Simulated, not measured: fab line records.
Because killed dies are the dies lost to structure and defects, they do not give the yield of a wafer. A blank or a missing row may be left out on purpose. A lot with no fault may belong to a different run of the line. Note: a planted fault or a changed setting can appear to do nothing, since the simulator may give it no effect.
Problem report in the 8D (eight disciplines) form, filled by code -- flow gf180mcu -- the parts of the form that need people (team, actions taken, sign-off) are left out

== 1. WHAT WENT WRONG ==
Mean LVPWELL_RS at GF_VT_IMPLANT_RS_MEAS_48: 1436 ohm/sq over 6 wafers in 2 lots; fault-free wafers: 1197 ohm/sq, standard deviation 3.5. That puts it +68 standard deviations away from the usual mean.
The step: measures by four-point-probe.
Seen first at day 9 23:39 on film_metro-04, wafer L756.3. The record has a number at this step for 39 wafers belonging to 13 lots. By rule, "out" or "out of limits" means more than 4 standard deviations away from the usual mean. The other wafers with a number count as sound.

== 2. WHAT IT IS; WHAT IT IS NOT ==
question,is,is not
which readings at this step,LVPWELL_RS,-
which lots,"L756, L757","L747, L748, L749, L751, L753, L754, L755, L758, L765, L769, L770"
which wafers of those lots,all that have a number,-
read on which gauges,"film_metro-01, film_metro-04",film_metro-02
when,from day 9 23:39,"up to then (21 sound wafers); but 12 sound wafers of L758, L765, L769, L770 came after"

== 3. SUSPECTS, AND WHAT RULES EACH OUT ==
Counting: a tool at any process step up to the reading remains a suspect when it ran all the lots that are out and ran no sound lot after the first of those.
- the gauge at GF_VT_IMPLANT_RS_MEAS_48 has been ruled out. Those wafers that are out were read across 2 gauges (film_metro-01, film_metro-04).
- implanter-04 at GF_LVPWELL_IMPLANT_09: kept. All lots that are out passed through it, beginning with L756 at day 5 22:58, and no sound lot followed; its final sound lot before that point was L755 at day 5 15:40. Out on those wafers are its own readings of dose_ions_cm2, faraday_current_uA.
After counting, what remains is implanter-04 at GF_LVPWELL_IMPLANT_09.

== 4. THE CAUSE (what the simulator had put in) ==
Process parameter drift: implanter-04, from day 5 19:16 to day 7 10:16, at GF_LVPWELL_IMPLANT_09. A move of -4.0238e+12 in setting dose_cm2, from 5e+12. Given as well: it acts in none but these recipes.
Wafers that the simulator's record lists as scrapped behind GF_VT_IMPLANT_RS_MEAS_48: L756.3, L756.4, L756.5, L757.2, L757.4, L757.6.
Only this tool survived the counting.

== 5. THE EFFECT CHAIN, in route order ==
Each row: a reading whose mean over the struck wafers that have a number lies more than 3 standard deviations from the usual. Only readings for which the record gives a usual standard deviation are gone through. hours: the time from each lot's start at the first step in this table that gives one to its start at this step, as a median over the lots. sigmas: the change in usual standard deviations.
hours,step,reading,usual,on struck wafers,change,sigmas
0,GF_LVPWELL_IMPLANT_09,dose_ions_cm2,5.001e+12,9.750e+11,-4.026e+12,-99 or more
0,GF_LVPWELL_IMPLANT_09,faraday_current_uA,28.2,5.5,-22.6,-41
0,GF_LVPWELL_TW_MEAS_11,LVPWELL_TW,557,530,-27,-3.3
97,GF_VT_IMPLANT_RS_MEAS_48,LVPWELL_RS,1197 ohm/sq,1436,+240,+68
Its process steps:
- GF_LVPWELL_IMPLANT_09

== 6. WHAT WOULD HAVE CAUGHT IT SOONER ==
The first out-of-limits reading at a measuring or inspecting step in this record came at day 9 23:39, 100 hours after the fault's start at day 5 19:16.
Tool's own readings at GF_LVPWELL_IMPLANT_09, dose_ions_cm2, faraday_current_uA: out on all struck wafers the step has rows for; an alarm limit on them would have tripped on the first.
All the lots that are out (2) had begun GF_LVPWELL_IMPLANT_09 on implanter-04 by day 9 23:39. Tool hold at that time: it would have spared none of them.
